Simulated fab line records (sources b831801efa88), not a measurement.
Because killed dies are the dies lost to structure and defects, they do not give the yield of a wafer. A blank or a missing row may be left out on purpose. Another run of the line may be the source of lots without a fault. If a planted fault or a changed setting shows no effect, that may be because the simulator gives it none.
fab line records	flow sky130
record lots=12	wafers=33	last_day=50
route steps=708 shown SONOS_ONO@183 POLY_GATE@231 LDD_N@244 PAD_OPEN@708
lots that met no fault: taken from a fault-free run of the same line
start_h: hours from the record's opening day to when the first of the lot's shown wafers began	wait_h: hours elapsed since this lot's preceding step	" as in the row above	L1.1+2: a row that stands for several wafers	- no value, or no start was given	* or withheld: withheld	< > ~ a bound
route shown NAME@n: NAME is a module with steps in the file, n the number in the route of the first one	usual: average and standard deviation across the fault-free wafers	same: alike in all rows	chamber/n: place in a boat	sites: readings site by site	_std_site: how widely they spread, as a standard deviation	_edge_site: outer sites' mean less inner sites'	radius_mm: how far each site lies from the wafer's centre	mask NAME#n: copy n	behind: tool/chamber where the wafer was last shaped	hold: what put the lot on hold/how long, in hours/how the hold closed	device: the n, p or np transistor that did not switch	end of line: at the end of the route, the tests of the same wafers	a step without rows: its recipe alone	killed: at the first sort, the dies lost to defects and structure; wafer yield is something else	map: per-die view of a wafer (x killed, . not killed, _ where there is no die)
set.NAME: setting as actually run; set.NAME@STEP: the setting as run at that earlier step	model.NAME: the simulator's own value behind a step, which no gauge read
one table for each step of the route and one row for each wafer, over a sample of lots
services: the hour from which a tool's chamber was out of use, counted from the record's first day as start_h (under 0 if before that day), plus the number of hours and why
## steps
# step SKY_SONOS_ONO_ETCH_15
# recipe target_depth_nm=19.52	chemistry=CHF3/O2	source_w=600	bias_w=200	pressure_mtorr=40	chf3_flow_sccm=50	O2_flow_sccm=5	time_s=7.8
# usual drypump_motor_current_A=5.8/0.43	oes_product_au=0.999/0.011	throttle_valve_pct=8.825/0.01
lot.wafer	tool	chamber	start_h	wait_h	drypump_motor_current_A	oes_product_au	rf_hours_counter_h	throttle_valve_pct
L229.1	rie_diel-01	1	294.93	0.0	6.2	0.994	93	8.813
L229.2	"	3	"	"	5.7	1.011	1	8.848
L229.4	"	2	"	"	6.3	0.993	64	8.823
L234.3	rie_diel-04	1	333.59	0.0	5.6	0.988	4	8.825
L234.5	"	0	"	"	6.4	1.017	-	8.816
L236.1	rie_diel-02	2	350.94	0.0	5.2	0.997	0	8.808
L236.3	"	3	"	"	5.3	0.989	11	8.834
L238.1	rie_diel-02	2	369.73	0.0	5.2	1.002	1	8.820
L238.2	"	1	"	"	5.9	1.006	3	8.823
L241.1	rie_diel-01	2	398.34	0.0	6.3	0.986	65	8.827
L241.3	"	3	"	"	5.7	1.012	3	8.821
L241.4	"	0	"	"	5.7	0.990	63	8.818
L243.4	rie_diel-02	1	408.07	0.0	5.9	0.996	4	8.820
L243.5	"	0	"	"	6.2	0.989	-	8.823
L243.6	"	3	"	"	5.3	0.996	-	8.814
L244.4	rie_diel-02	3	420.63	0.0	5.3	0.985	12	8.830
L244.5	"	0	"	"	6.3	0.982	-	8.815
L244.6	"	3	"	"	5.3	0.992	-	8.821
L246.1	rie_diel-02	1	433.29	0.0	5.9	1.000	4	8.819
L246.5	"	1	"	"	5.9	1.000	-	8.838
L246.6	"	0	"	"	6.3	0.999	-	8.833
L247.1	rie_diel-04	3	438.87	0.0	5.0	0.991	5	8.809
L247.2	"	0	"	"	6.3	1.016	40	8.822
L247.5	"	3	"	"	5.0	0.986	-	8.829
L248.2	rie_diel-04	1	452.17	0.0	5.6	0.993	6	8.829
L248.3	"	3	"	"	5.0	0.997	5	8.824
L248.4	"	2	"	"	5.6	0.991	30	8.820
L249.3	rie_diel-04	0	459.87	0.0	6.3	1.013	40	8.834
L249.4	"	3	"	"	5.1	0.986	5	8.816
L249.5	"	3	"	"	5.1	0.995	-	8.823
L250.2	rie_diel-01	2	469.64	0.0	6.3	0.999	67	8.811
L250.3	"	3	"	"	5.7	1.012	4	8.836
L250.6	"	3	"	"	5.7	1.023	-	8.812
# step SKY_SONOS_ONO_STRIP_17
# recipe chemistry=O2/N2	power_w=1400	pressure_mtorr=1500	platen_temp_c=withheld	o2_flow_sccm=3000	n2_flow_sccm=300	overash_fraction=0.5
# usual drypump_motor_current_A=5.84/0.17	oes_product_au=0.710/0.0049	strip_time_to_endpoint_s=14.10/0.038
lot.wafer	tool	chamber	start_h	wait_h	drypump_motor_current_A	oes_product_au	rf_hours_counter_h	strip_time_to_endpoint_s
L229.1	plasma_asher-03	1	295.04	0.0	5.65	0.715	62	14.12
L229.2	"	0	"	"	5.97	0.706	62	14.17
L229.4	"	0	"	"	5.95	0.717	-	14.13
L234.3	plasma_asher-01	1	333.74	0.0	5.92	0.717	-	14.16
L234.5	"	0	"	"	5.92	0.712	-	14.14
L236.1	plasma_asher-01	1	351.05	0.0	5.93	0.712	23	14.11
L236.3	"	1	"	"	5.90	0.718	-	14.06
L238.1	plasma_asher-01	0	369.84	0.0	5.95	0.716	25	14.12
L238.2	"	1	"	"	5.92	0.707	25	14.13
L241.1	plasma_asher-01	1	398.60	0.0	5.91	0.712	28	14.11
L241.3	"	1	"	"	5.92	0.707	-	14.13
L241.4	"	0	"	"	5.89	0.709	-	14.11
L243.4	plasma_asher-01	1	408.22	0.0	5.91	0.720	-	14.04
L243.5	"	1	"	"	5.93	0.712	-	14.15
L243.6	"	0	"	"	5.92	0.714	-	14.13
L244.4	plasma_asher-02	1	420.78	0.0	5.56	0.708	-	14.08
L244.5	"	1	"	"	5.57	0.719	-	14.00
L244.6	"	0	"	"	5.98	0.707	-	14.07
L246.1	plasma_asher-03	0	433.40	0.0	6.00	0.712	0	14.13
L246.5	"	0	"	"	6.00	0.715	-	14.10
L246.6	"	1	"	"	5.68	0.709	-	14.19
L247.1	plasma_asher-01	1	438.98	0.0	5.90	0.712	32	14.05
L247.2	"	0	"	"	5.91	0.708	32	14.02
L247.5	"	1	"	"	5.93	0.710	-	14.08
L248.2	plasma_asher-02	0	452.28	0.0	5.98	0.716	61	14.02
L248.3	"	1	"	"	5.55	0.703	-	14.04
L248.4	"	0	"	"	5.98	0.706	-	14.02
L249.3	plasma_asher-02	1	460.01	0.0	5.57	0.711	-	14.08
L249.4	"	0	"	"	6.02	0.710	-	14.12
L249.5	"	1	"	"	5.56	0.709	-	14.12
L250.2	plasma_asher-02	1	469.75	0.0	5.59	0.709	63	14.02
L250.3	"	0	"	"	5.97	0.697	-	14.06
L250.6	"	1	"	"	5.58	0.721	-	14.06
# step SKY_POLY_GATE_ETCH_17
# recipe target_depth_nm=180	stop_on=SiO2	over_etch_frac=0.56667	chemistry=HBr/Cl2	target=poly-Si	icp_w=400	bias_w=100	pressure_mtorr=10	HBr_flow_sccm=150	Cl2_flow_sccm=50	time_s=70.5
# usual drypump_motor_current_A=5.9/0.4	oes_product_au=0.989/0.0082	run_length_s=98.8/0.53	throttle_valve_pct=33.685/0.0089
lot.wafer	tool	chamber	start_h	wait_h	drypump_motor_current_A	oes_product_au	rf_hours_counter_h	run_length_s	throttle_valve_pct
L229.1	rie_si-02	3	388.21	0.0	5.5	0.989	32	98.9	33.685
L229.2	"	2	"	"	6.4	0.982	4	97.8	33.692
L229.4	"	1	"	"	5.7	0.989	2	99.0	33.683
L234.3	rie_si-01	2	429.41	0.0	5.8	0.924	4	105.4	33.698
L234.5	"	3	"	"	6.4	0.988	-	99.2	33.686
L236.1	rie_si-01	3	447.87	0.0	6.5	0.934	5	106.3	33.674
L236.3	"	2	"	"	5.8	0.938	4	105.8	33.685
L238.1	rie_si-01	1	467.27	0.0	6.2	0.929	4	105.5	33.653
L238.2	"	3	"	"	6.5	1.005	5	99.1	33.689
L241.1	rie_si-02	3	499.71	0.0	5.5	0.984	33	98.8	33.691
L241.3	"	2	"	"	6.4	0.981	5	97.8	33.686
L241.4	"	1	"	"	5.7	0.981	3	99.2	33.682
L243.4	rie_si-02	2	509.86	0.0	6.4	0.988	5	97.7	33.684
L243.5	"	2	"	"	6.4	0.984	-	97.7	33.693
L243.6	"	3	"	"	5.5	0.987	-	99.6	33.674
L244.4	rie_si-01	1	521.77	0.0	6.2	0.994	4	98.3	33.690
L244.5	"	2	"	"	5.8	0.991	-	98.7	33.699
L244.6	"	1	"	"	6.2	0.994	-	98.6	33.683
L246.1	rie_si-01	0	534.02	0.0	5.5	0.976	4	99.3	33.687
L246.5	"	2	"	"	5.8	1.006	-	98.4	33.673
L246.6	"	1	"	"	6.2	1.005	-	98.5	33.679
L247.1	rie_si-02	2	537.76	0.0	6.4	0.987	5	98.4	33.693
L247.2	"	1	"	"	5.7	0.981	3	98.8	33.680
L247.5	"	3	"	"	5.5	0.985	-	99.2	33.677
L248.2	rie_si-01	2	552.27	0.0	5.8	0.982	5	98.7	33.681
L248.3	"	1	"	"	6.3	0.987	4	98.1	33.695
L248.4	"	3	"	"	6.4	0.996	6	99.4	33.690
L249.3	rie_si-02	3	559.81	0.0	5.5	1.002	33	98.9	33.676
L249.4	"	2	"	"	6.4	0.992	5	98.1	33.685
L249.5	"	2	"	"	6.4	0.995	-	98.1	33.696
L250.2	rie_si-01	1	570.76	0.0	6.2	0.998	4	98.7	33.661
L250.3	"	2	"	"	5.8	0.986	5	98.5	33.670
L250.6	"	0	"	"	5.5	0.979	-	100.0	33.676
# step SKY_POLY_GATE_STRIP_18
# recipe chemistry=O2/N2	power_w=1400	pressure_mtorr=1500	platen_temp_c=withheld	o2_flow_sccm=3000	n2_flow_sccm=300	overash_fraction=0.5
# usual drypump_motor_current_A=5.7/0.36	oes_product_au=0.359/0.005	strip_time_to_endpoint_s=3.14/0.047
lot.wafer	tool	chamber	start_h	wait_h	drypump_motor_current_A	oes_product_au	rf_hours_counter_h	strip_time_to_endpoint_s
L229.1	plasma_asher-01	0	388.27	0.0	5.9	0.364	27	3.12
L229.2	"	1	"	"	5.9	0.359	27	3.16
L229.4	"	1	"	"	5.9	0.358	-	3.10
L234.3	plasma_asher-04	0	429.50	0.1	4.8	0.345	-	3.00
L234.5	"	0	"	"	4.8	0.355	-	3.16
L236.1	plasma_asher-02	1	447.93	0.0	5.6	0.350	61	3.07
L236.3	"	1	"	"	5.6	0.360	-	3.03
L238.1	plasma_asher-02	0	467.33	0.0	6.0	0.352	63	2.99
L238.2	"	1	"	"	5.6	0.362	63	3.14
L241.1	plasma_asher-02	0	499.76	0.0	6.0	0.356	66	3.08
L241.3	"	0	"	"	6.0	0.357	-	3.06
L241.4	"	1	"	"	5.6	0.357	-	3.07
L243.4	plasma_asher-01	0	509.95	0.1	5.9	0.368	-	3.16
L243.5	"	0	"	"	5.9	0.361	-	3.19
L243.6	"	1	"	"	5.9	0.359	-	3.09
L244.4	plasma_asher-02	0	521.86	0.1	6.0	0.359	-	3.19
L244.5	"	0	"	"	6.0	0.360	-	3.15
L244.6	"	1	"	"	5.6	0.364	-	3.04
L246.1	plasma_asher-01	1	534.08	0.0	5.9	0.357	41	3.21
L246.5	"	0	"	"	5.9	0.368	-	3.15
L246.6	"	1	"	"	5.9	0.362	-	3.17
L247.1	plasma_asher-02	1	537.81	0.0	5.6	0.358	70	3.16
L247.2	"	0	"	"	6.0	0.357	70	3.13
L247.5	"	0	"	"	6.0	0.360	-	3.12
L248.2	plasma_asher-02	0	552.33	0.0	6.0	0.357	71	3.12
L248.3	"	0	"	"	6.0	0.364	-	3.16
L248.4	"	1	"	"	5.6	0.361	-	3.13
L249.3	plasma_asher-02	0	559.90	0.1	6.0	0.363	-	3.12
L249.4	"	1	"	"	5.6	0.365	-	3.18
L249.5	"	0	"	"	6.0	0.360	-	3.17
L250.2	plasma_asher-01	1	570.81	0.0	5.9	0.351	45	3.07
L250.3	"	0	"	"	5.9	0.361	-	3.17
L250.6	"	1	"	"	5.9	0.363	-	3.20
# step SKY_LDD_N_OVL_MEAS_07
# usual LDD_N_OVL=-0.8/1.4
lot.wafer	tool	chamber	start_h	wait_h	LDD_N_OVL[nm]
L229.1	overlay-01	-	421.03	0.1	-0.2
L229.2	"	-	"	"	-1.9
L229.4	"	-	"	"	0.3
L234.3	overlay-02	-	462.08	0.1	0.3
L234.5	"	-	"	"	0.3
L236.1	overlay-02	-	480.87	0.1	-2.3
L236.3	"	-	"	"	-2.2
L238.1	overlay-02	-	500.33	0.1	-1.1
L238.2	"	-	"	"	-3.6
L241.1	overlay-01	-	531.58	0.1	0.7
L241.3	"	-	"	"	2.4
L241.4	"	-	"	"	1.1
L243.4	overlay-02	-	541.28	0.1	-0.5
L243.5	"	-	"	"	-0.2
L243.6	"	-	"	"	-1.3
L244.4	overlay-02	-	553.18	0.1	-0.5
L244.5	"	-	"	"	-1.0
L244.6	"	-	"	"	0.3
L246.1	overlay-02	-	565.87	0.1	-2.7
L246.5	"	-	"	"	-3.8
L246.6	"	-	"	"	-2.8
L247.1	overlay-01	-	569.12	0.1	0.3
L247.2	"	-	"	"	-0.4
L247.5	"	-	"	"	0.2
L248.2	overlay-02	-	583.27	0.1	1.0
L248.3	"	-	"	"	-1.6
L248.4	"	-	"	"	-1.0
L249.3	overlay-01	-	591.03	0.1	-3.2
L249.4	"	-	"	"	-1.9
L249.5	"	-	"	"	-2.8
L250.2	overlay-01	-	602.67	0.1	-0.8
L250.3	"	-	"	"	-1.1
L250.6	"	-	"	"	-1.9
# step SKY_PAD_OPEN_PROBE_99
# usual killed_at_M0_to_M3=43/6.4	killed_at_M4_up=2.8/1.7	killed_at_contacts=24/5.5	killed_at_front_end=15/4	killed_at_other=0.3/0.54	killed_dies=86/9.1	killed_open=47/6.6	killed_short=39/6.2
# same gross_dies=492	killed_at_back_side=0
lot.wafer	tool	chamber	start_h	wait_h	killed_at_M0_to_M3	killed_at_M4_up	killed_at_contacts	killed_at_front_end	killed_at_other	killed_dies	killed_open	killed_short
L229.1	prober-01	-	1088.44	0.1	51	6	24	11	0	92	45	47
L229.2	prober-01	-	1088.49	0.1	50	4	32	18	0	104	56	48
L229.4	prober-01	-	1088.59	0.2	58	4	18	21	1	102	54	48
L234.3	prober-01	-	1115.69	0.2	44	1	19	13	1	78	39	39
L234.5	prober-01	-	1115.79	0.2	48	1	22	17	1	89	50	39
L236.1	prober-01	-	1132.02	0.1	47	0	19	20	0	86	42	44
L236.3	prober-01	-	1132.12	0.2	52	1	22	14	1	90	50	40
L238.1	prober-01	-	1137.32	0.1	42	3	20	20	0	85	42	43
L238.2	prober-01	-	1137.37	0.1	43	5	25	14	0	87	56	31
L241.1	prober-02	-	1158.95	0.1	47	4	24	15	0	90	51	39
L241.3	prober-02	-	1159.05	0.2	37	2	31	17	0	87	49	38
L241.4	prober-02	-	1159.10	0.2	41	3	22	15	1	82	46	36
L243.4	prober-02	-	1165.89	0.2	46	5	35	9	0	95	46	49
L243.5	prober-02	-	1165.94	0.2	59	6	24	12	0	101	56	45
L243.6	prober-02	-	1165.99	0.2	59	4	37	16	0	116	68	48
L244.4	prober-01	-	1170.00	0.2	45	2	25	26	1	99	55	44
L244.5	prober-01	-	1170.05	0.2	43	4	19	15	0	81	45	36
L244.6	prober-01	-	1170.10	0.2	38	2	27	13	1	81	40	41
L246.1	prober-01	-	1178.39	0.1	33	3	37	13	0	86	45	41
L246.5	prober-01	-	1178.59	0.2	43	2	17	12	0	74	40	34
L246.6	prober-01	-	1178.64	0.2	41	1	19	9	0	70	39	31
L247.1	prober-02	-	1183.39	0.1	44	2	24	19	0	89	50	39
L247.2	prober-02	-	1183.44	0.1	44	4	27	15	1	91	42	49
L247.5	prober-02	-	1183.59	0.2	41	2	19	16	0	78	43	35
L248.2	prober-01	-	1186.90	0.1	45	3	19	18	0	85	52	33
L248.3	prober-01	-	1186.95	0.2	31	2	16	10	0	59	37	22
L248.4	prober-01	-	1187.00	0.2	57	5	17	15	0	94	52	42
L249.3	prober-02	-	1193.28	0.2	47	2	28	15	0	92	53	39
L249.4	prober-02	-	1193.33	0.2	42	5	23	15	0	85	41	44
L249.5	prober-02	-	1193.38	0.2	44	2	18	15	0	79	49	30
L250.2	prober-01	-	1197.74	0.1	48	3	23	21	1	96	46	50
L250.3	prober-01	-	1197.79	0.2	45	2	15	19	0	81	47	34
L250.6	prober-01	-	1197.94	0.2	45	4	21	11	0	81	38	43
# killed by level:class
L229.1 VIA1:geometric_particle:open=9 CONTACT:geometric_particle:open=8 VIA2:geometric_particle:open=7 VIA3:geometric_particle:open=7 CONTACT:geometric_particle:short=7 METAL3:geometric_particle:short=7 LI_CONTACT:geometric_particle:open=6 VIA3:geometric_particle:short=5
L229.2 CONTACT:geometric_particle:open=11 VIA1:geometric_particle:open=11 LI_CONTACT:geometric_particle:open=8 METAL2:geometric_particle:short=7 VIA2:geometric_particle:open=7 CONTACT:geometric_particle:short=6 VIA3:geometric_particle:open=6 FIELD_ISO:geometric_particle:open=5
L229.4 VIA1:geometric_particle:open=14 METAL2:geometric_particle:short=10 VIA2:geometric_particle:open=7 VIA3:geometric_particle:short=7 FIELD_ISO:geometric_particle:short=6 CONTACT:geometric_particle:open=6 VIA3:geometric_particle:open=5 LI_CONTACT:geometric_particle:open=5
L234.3 LI_CONTACT:geometric_particle:open=10 METAL1:geometric_particle:short=10 VIA1:geometric_particle:open=10 VIA3:geometric_particle:open=6 VIA1:geometric_particle:short=5 CONTACT:geometric_particle:short=4 METAL2:geometric_particle:short=4 POLY_GATE:geometric_particle:short=3
L234.5 VIA1:geometric_particle:open=14 VIA3:geometric_particle:open=9 LI_CONTACT:geometric_particle:open=8 VIA1:geometric_particle:short=6 POLY_GATE:geometric_particle:short=5 FIELD_ISO:geometric_particle:short=3 CONTACT:geometric_particle:short=3 LI_CONTACT:geometric_particle:short=3
L236.1 CONTACT:geometric_particle:open=9 VIA3:geometric_particle:open=9 POLY_GATE:geometric_particle:short=7 VIA1:geometric_particle:open=6 METAL2:geometric_particle:short=6 METAL3:geometric_particle:short=6 VIA3:geometric_particle:short=6 POLY_GATE:geometric_particle:open=4
L236.3 VIA2:geometric_particle:open=11 CONTACT:geometric_particle:open=10 VIA1:geometric_particle:open=8 LI_CONTACT:geometric_particle:open=6 METAL1:geometric_particle:short=6 METAL2:geometric_particle:short=6 FIELD_ISO:geometric_particle:short=5 VIA3:geometric_particle:short=5
L238.1 CONTACT:geometric_particle:short=9 VIA1:geometric_particle:open=8 VIA2:geometric_particle:open=7 VIA2:geometric_particle:short=6 FIELD_ISO:geometric_particle:short=5 POLY_GATE:geometric_particle:open=5 CONTACT:geometric_particle:open=5 VIA3:geometric_particle:short=5
L238.2 VIA1:geometric_particle:open=16 CONTACT:geometric_particle:open=11 VIA1:geometric_particle:short=7 VIA2:geometric_particle:open=6 LI_CONTACT:geometric_particle:open=5 METAL3:geometric_particle:short=5 FIELD_ISO:geometric_particle:open=3 LOCAL_INTERCONNECT:geometric_particle:open=3
L241.1 VIA2:geometric_particle:open=10 LI_CONTACT:geometric_particle:open=8 CONTACT:geometric_particle:open=8 VIA1:geometric_particle:short=7 VIA1:geometric_particle:open=7 LOCAL_INTERCONNECT:geometric_particle:short=5 VIA3:geometric_particle:open=5 POLY_GATE:geometric_particle:short=4
L241.3 VIA3:geometric_particle:open=11 CONTACT:geometric_particle:short=9 LI_CONTACT:geometric_particle:open=9 VIA1:geometric_particle:open=8 CONTACT:geometric_particle:open=6 FIELD_ISO:geometric_particle:open=5 POLY_GATE:geometric_particle:short=5 FIELD_ISO:geometric_particle:short=4
L241.4 METAL2:geometric_particle:short=9 VIA2:geometric_particle:open=9 LI_CONTACT:geometric_particle:open=7 CONTACT:geometric_particle:open=7 VIA3:geometric_particle:open=6 VIA1:geometric_particle:open=6 FIELD_ISO:geometric_particle:short=5 POLY_GATE:geometric_particle:open=3
L243.4 LI_CONTACT:geometric_particle:open=11 CONTACT:geometric_particle:open=11 METAL2:geometric_particle:short=8 VIA3:geometric_particle:open=7 VIA1:geometric_particle:short=7 CONTACT:geometric_particle:short=6 METAL1:geometric_particle:short=6 VIA1:geometric_particle:open=6
L243.5 VIA1:geometric_particle:open=12 CONTACT:geometric_particle:open=10 VIA1:geometric_particle:short=9 VIA3:geometric_particle:open=8 VIA2:geometric_particle:open=8 CONTACT:geometric_particle:short=6 METAL1:geometric_particle:short=6 VIA2:geometric_particle:short=4
L243.6 CONTACT:geometric_particle:open=17 VIA1:geometric_particle:open=13 VIA2:geometric_particle:open=9 VIA3:geometric_particle:open=7 VIA3:geometric_particle:short=6 LOCAL_INTERCONNECT:geometric_particle:short=6 CONTACT:geometric_particle:short=6 METAL1:geometric_particle:short=5
L244.4 VIA3:geometric_particle:open=9 VIA2:geometric_particle:open=8 CONTACT:geometric_particle:short=8 CONTACT:geometric_particle:open=7 METAL2:geometric_particle:short=6 POLY_GATE:geometric_particle:open=6 VIA1:geometric_particle:short=6 LI_CONTACT:geometric_particle:open=6
L244.5 VIA3:geometric_particle:open=9 VIA1:geometric_particle:open=7 VIA2:geometric_particle:open=6 POLY_GATE:geometric_particle:open=5 LI_CONTACT:geometric_particle:open=5 METAL2:geometric_particle:short=5 CONTACT:geometric_particle:open=4 METAL1:geometric_particle:short=4
L244.6 VIA1:geometric_particle:open=13 CONTACT:geometric_particle:open=10 CONTACT:geometric_particle:short=8 METAL3:geometric_particle:short=5 VIA2:geometric_particle:open=4 LI_CONTACT:geometric_particle:open=4 LOCAL_INTERCONNECT:geometric_particle:short=4 VIA1:geometric_particle:short=4
L246.1 CONTACT:geometric_particle:open=13 LI_CONTACT:geometric_particle:open=10 VIA1:geometric_particle:open=7 LI_CONTACT:geometric_particle:short=6 CONTACT:geometric_particle:short=5 METAL1:geometric_particle:short=4 VIA2:geometric_particle:short=4 FIELD_ISO:geometric_particle:short=3
L246.5 VIA1:geometric_particle:open=10 CONTACT:geometric_particle:open=9 VIA2:geometric_particle:open=7 VIA1:geometric_particle:short=6 FIELD_ISO:geometric_particle:short=4 POLY_GATE:geometric_particle:open=4 METAL1:geometric_particle:short=4 METAL2:geometric_particle:short=4
L246.6 VIA3:geometric_particle:open=8 VIA1:geometric_particle:short=7 VIA1:geometric_particle:open=7 METAL1:geometric_particle:short=5 LI_CONTACT:geometric_particle:open=5 CONTACT:geometric_particle:open=5 CONTACT:geometric_particle:short=4 VIA2:geometric_particle:open=4
L247.1 CONTACT:geometric_particle:open=11 VIA1:geometric_particle:open=8 FIELD_ISO:geometric_particle:short=7 LI_CONTACT:geometric_particle:open=7 FIELD_ISO:geometric_particle:open=6 VIA2:geometric_particle:open=6 VIA1:geometric_particle:short=6 VIA2:geometric_particle:short=6
L247.2 VIA1:geometric_particle:short=8 VIA1:geometric_particle:open=8 VIA2:geometric_particle:open=7 LI_CONTACT:geometric_particle:open=7 CONTACT:geometric_particle:open=7 FIELD_ISO:geometric_particle:short=5 LOCAL_INTERCONNECT:geometric_particle:short=5 VIA2:geometric_particle:short=4
L247.5 VIA2:geometric_particle:open=8 LI_CONTACT:geometric_particle:open=7 METAL1:geometric_particle:short=7 CONTACT:geometric_particle:open=6 VIA1:geometric_particle:open=6 POLY_GATE:geometric_particle:open=4 METAL2:geometric_particle:short=4 VIA3:geometric_particle:open=4
L248.2 VIA1:geometric_particle:open=11 CONTACT:geometric_particle:open=10 METAL2:geometric_particle:short=9 FIELD_ISO:geometric_particle:open=8 POLY_GATE:geometric_particle:open=6 LI_CONTACT:geometric_particle:open=5 METAL1:geometric_particle:short=5 VIA1:geometric_particle:short=5
L248.3 VIA1:geometric_particle:open=9 LI_CONTACT:geometric_particle:open=6 CONTACT:geometric_particle:open=6 VIA1:geometric_particle:short=5 VIA2:geometric_particle:open=5 FIELD_ISO:geometric_particle:open=4 VIA2:geometric_particle:short=4 METAL2:geometric_particle:short=4
L248.4 VIA1:geometric_particle:open=12 VIA3:geometric_particle:open=10 VIA2:geometric_particle:open=7 VIA2:geometric_particle:short=7 METAL3:geometric_particle:short=6 POLY_GATE:geometric_particle:open=6 CONTACT:geometric_particle:short=6 CONTACT:geometric_particle:open=6
L249.3 VIA1:geometric_particle:open=14 CONTACT:geometric_particle:open=10 CONTACT:geometric_particle:short=8 METAL3:geometric_particle:short=6 FIELD_ISO:geometric_particle:short=5 LI_CONTACT:geometric_particle:open=5 VIA2:geometric_particle:open=5 FIELD_ISO:geometric_particle:open=4
L249.4 VIA1:geometric_particle:open=11 CONTACT:geometric_particle:open=10 VIA3:geometric_particle:open=7 METAL1:geometric_particle:short=5 CONTACT:geometric_particle:short=5 METAL3:geometric_particle:short=5 METAL4:geometric_particle:short=5 FIELD_ISO:geometric_particle:open=4
L249.5 VIA1:geometric_particle:open=12 CONTACT:geometric_particle:open=9 VIA3:geometric_particle:open=7 METAL2:geometric_particle:short=6 FIELD_ISO:geometric_particle:open=5 POLY_GATE:geometric_particle:open=5 VIA1:geometric_particle:short=5 VIA3:geometric_particle:short=4
L250.2 VIA1:geometric_particle:open=11 METAL2:geometric_particle:short=10 LI_CONTACT:geometric_particle:open=8 CONTACT:geometric_particle:open=7 FIELD_ISO:geometric_particle:short=6 FIELD_ISO:geometric_particle:open=5 POLY_GATE:geometric_particle:short=5 LOCAL_INTERCONNECT:geometric_particle:short=5
L250.3 VIA1:geometric_particle:open=9 VIA3:geometric_particle:open=9 POLY_GATE:geometric_particle:open=6 POLY_GATE:geometric_particle:short=6 VIA2:geometric_particle:open=6 LI_CONTACT:geometric_particle:open=4 METAL1:geometric_particle:short=4 VIA1:geometric_particle:short=4
L250.6 CONTACT:geometric_particle:open=11 VIA1:geometric_particle:open=10 METAL2:geometric_particle:short=6 VIA3:geometric_particle:open=5 METAL4:geometric_particle:short=4 POLY_GATE:geometric_particle:short=4 VIA2:geometric_particle:short=4 METAL3:geometric_particle:short=4
## services
tool	chamber	start_h	hours	kind
plasma_asher-02	-	297.11	14.6	pm
rie_diel-04	3	302.70	7.1	repair
rie_diel-02	-	310.26	1.7	repair
rie_diel-04	0	318.80	5.8	repair
rie_si-01	-	322.77	14.6	pm
rie_diel-04	-	341.59	1.3	repair
rie_diel-04	-	367.42	1.1	repair
rie_si-02	-	370.04	14.6	pm
rie_diel-04	0	394.53	5.5	repair
rie_si-01	1	408.70	1.5	repair
rie_diel-02	-	419.09	0.2	repair
plasma_asher-02	-	419.14	0.8	repair
plasma_asher-01	-	420.99	1.3	repair
rie_diel-04	1	424.37	3.4	repair
rie_si-01	1	427.74	5.4	repair
rie_diel-02	3	433.22	5.9	repair
rie_diel-04	1	433.87	4.6	repair
rie_diel-02	0	444.19	4.1	repair
rie_si-01	1	451.37	7.2	repair
rie_diel-02	0	486.76	2.5	repair
plasma_asher-01	-	488.50	1.9	repair
rie_diel-02	3	516.11	9.0	repair
rie_si-02	-	544.43	2.1	repair
rie_diel-02	2	565.68	10.5	repair
## key
first_sign step=SKY_POLY_GATE_ETCH_17	reading=run_length_s	direction=up	sigmas=13	usual=*	struck=*
effect step=SKY_POLY_GATE_ETCH_17	reading=oes_product_au	direction=down	sigmas=7.1	usual=0.989	struck=0.931
effect step=SKY_POLY_GATE_STRIP_18	reading=strip_time_to_endpoint_s	direction=down	sigmas=2.5	usual=*	struck=*
met_at SKY_POLY_GATE_ETCH_17
struck_lots L234,L236,L238
struck_wafers L234.3,L236.1,L236.3,L238.1
tester_left_out L234,L236,L238
not_acting_at SKY_SONOS_ONO_ETCH_15,SKY_SONOS_ONO_STRIP_17,SKY_LDD_N_OVL_MEAS_07
fault kind=process_parameter_drift	tool=rie_si-01	chamber=-	onset_h=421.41	steps=SKY_POLY_GATE_ETCH_17	channel=time_s	offset=*	shape=step	end_h=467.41	scope=struck_wafers_only	acts_in=*	stated=*
# tester_left_out: of these lots the tester's yield and bins aren't shown, on N5 and GAA mostly nor the transistor test; their killed dies are dies lost to structure and defects alone, not to doping, threshold or leakage, so they don't give the yield
